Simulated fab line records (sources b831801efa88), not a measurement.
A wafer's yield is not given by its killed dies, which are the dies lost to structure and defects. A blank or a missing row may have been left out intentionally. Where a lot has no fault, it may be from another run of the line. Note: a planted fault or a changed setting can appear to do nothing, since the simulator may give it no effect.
Which of the tools did it?	flow gf180mcu	13 lots, 39 wafers sampled, at 3 steps of a route of 602

WHAT THE GAUGES READ, wafer by wafer
GF_STI_THK_MEAS_30. Usual: STI_OXIDATION_02_THK 10.09 nm, standard deviation 0.16.
lot	measured	on	STI_OXIDATION_02_THK (nm)	flag
L951	day 2 08:50	film-metro-04	10.20 10.31 10.17	
L952	day 2 13:51	film-metro-03	10.38 10.30 10.17	
L953	day 2 16:53	film-metro-01	10.05 9.80 10.09	
L955	day 3 02:48	film-metro-04	10.14 10.27 10.45	
L956	day 3 08:11	film-metro-01	10.15 10.08 9.95	
L957	day 3 12:21	film-metro-03	10.02 10.22 10.12	
L958	day 3 19:55	film-metro-04	10.17 9.90 10.06	
L959	day 3 22:47	film-metro-03	10.13 10.04 10.03	
L961	day 4 11:20	film-metro-03	10.18 10.28 10.28	
L963	day 4 20:35	film-metro-01	9.98 9.90 9.93	
L969	day 6 03:18	film-metro-01	11.30 11.40 11.42 11.32 11.40 11.38	OFF
L970	day 6 09:25	film-metro-01	9.87 10.17 9.98	
L974	day 7 06:08	film-metro-03	11.37 11.37 11.45 11.43 11.40 11.43	OFF

GF_NWELL_OVL_MEAS_07. Usual: NWELL_OVL 0.1 nm, standard deviation 1.4.
lot	measured	on	NWELL_OVL (nm)	flag
L951	day 3 10:35	overlay-01	0.1 -1.0 0.2	
L952	day 3 15:14	overlay-01	-1.5 1.5 2.8	
L953	day 3 18:55	overlay-01	-2.8 0.1 -2.6	
L955	day 4 04:26	overlay-02	-1.8 1.1 -0.7	
L956	day 4 10:53	overlay-02	-2.0 -3.6 -1.8	
L957	day 4 14:46	overlay-02	0.0 0.0 0.3	
L958	day 4 22:41	overlay-02	0.0 1.1 0.2	
L959	day 5 02:49	overlay-01	0.9 1.2 1.9	
L961	day 5 14:50	overlay-01	0.7 0.8 2.0	
L963	day 6 01:02	overlay-01	1.6 1.9 1.4	
L969	day 7 10:27	overlay-02	-0.4 -1.1 0.5	
L970	day 7 16:33	overlay-02	-0.8 -1.8 0.6	
L974	day 8 14:32	overlay-01	2.3 -0.9 0.5	

WHAT TOOL EACH LOT RAN ON (gives the tool, then ch and the chambers of the sampled wafers, and finally the start)
lot	GF_STI_OXIDATION_29
L951	furnace-02 ch 0, day 2 07:26
L952	furnace-02 ch 0, day 2 12:28
L953	furnace-01 ch 0, day 2 15:28
L955	furnace-02 ch 0, day 3 01:25
L956	furnace-01 ch 0, day 3 06:47
L957	furnace-02 ch 0, day 3 10:56
L958	furnace-02 ch 0, day 3 18:31
L959	furnace-02 ch 0, day 3 21:23
L961	furnace-01 ch 0, day 4 09:56
L963	furnace-01 ch 0, day 4 19:12
L969	furnace-01 ch 0, day 6 01:54
L970	furnace-02 ch 0, day 6 08:00
L974	furnace-01 ch 0, day 7 04:44
- GF_STI_OXIDATION_29: stabilise 600 s, purge 300 s, target thk 10 nm.

WHAT THE TOOLS THEMSELVES READ (means of the sampled wafers that have a number; where no wafer has one, the mark that the record gives instead)
GF_STI_OXIDATION_29. Usual: spike-tc-upper-C at 900.0 C, with a standard deviation of 1.1.
lot	tool	spike-tc-upper-C (C)	flag
L951	furnace-02	900.4	
L952	furnace-02	900.6	
L953	furnace-01	898.8	
L955	furnace-02	900.8	
L956	furnace-01	899.0	
L957	furnace-02	901.6	
L958	furnace-02	900.1	
L959	furnace-02	900.6	
L961	furnace-01	899.4	
L963	furnace-01	900.6	
L969	furnace-01	899.1	
L970	furnace-02	900.5	
L974	furnace-01	899.6	

THE ANSWER, worked out from the rows above alone
Rule: take the mean of a lot's wafers that have a number; if it is more than 3 standard deviations from the usual mean, the lot is off. A lot without any number at a reading at which 4 lots or more have one is off too. Where the step has rows for the other lots, those lots are counted as sound. Order of review: gauges by route order, followed by the tools' own readings, for which a lot's mean as printed above is used. The first step at which some lot is off is used, and at that step the reading that is off furthest; a lot without a number counts as furthest.
Off: L969, L974, seen at GF_STI_THK_MEAS_30 (STI_OXIDATION_02_THK).
If a tool, at a process step before that reading, ran all the lots that are off and no sound lot after the first of them, it fits. Those tools and the gauges at GF_STI_THK_MEAS_30 are tried in the same way. One fits: GF_STI_OXIDATION_29 on furnace-01. A fault onset in the window from L963 (day 4 19:12, its last sound lot) to L969 (day 6 01:54, its first lot off) fits.

WHAT THE SIMULATOR PUT IN
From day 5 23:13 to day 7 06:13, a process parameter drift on furnace-01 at GF_STI_OXIDATION_29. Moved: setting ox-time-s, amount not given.
Shown lots that were struck: L969, L974. The rule above found the same.
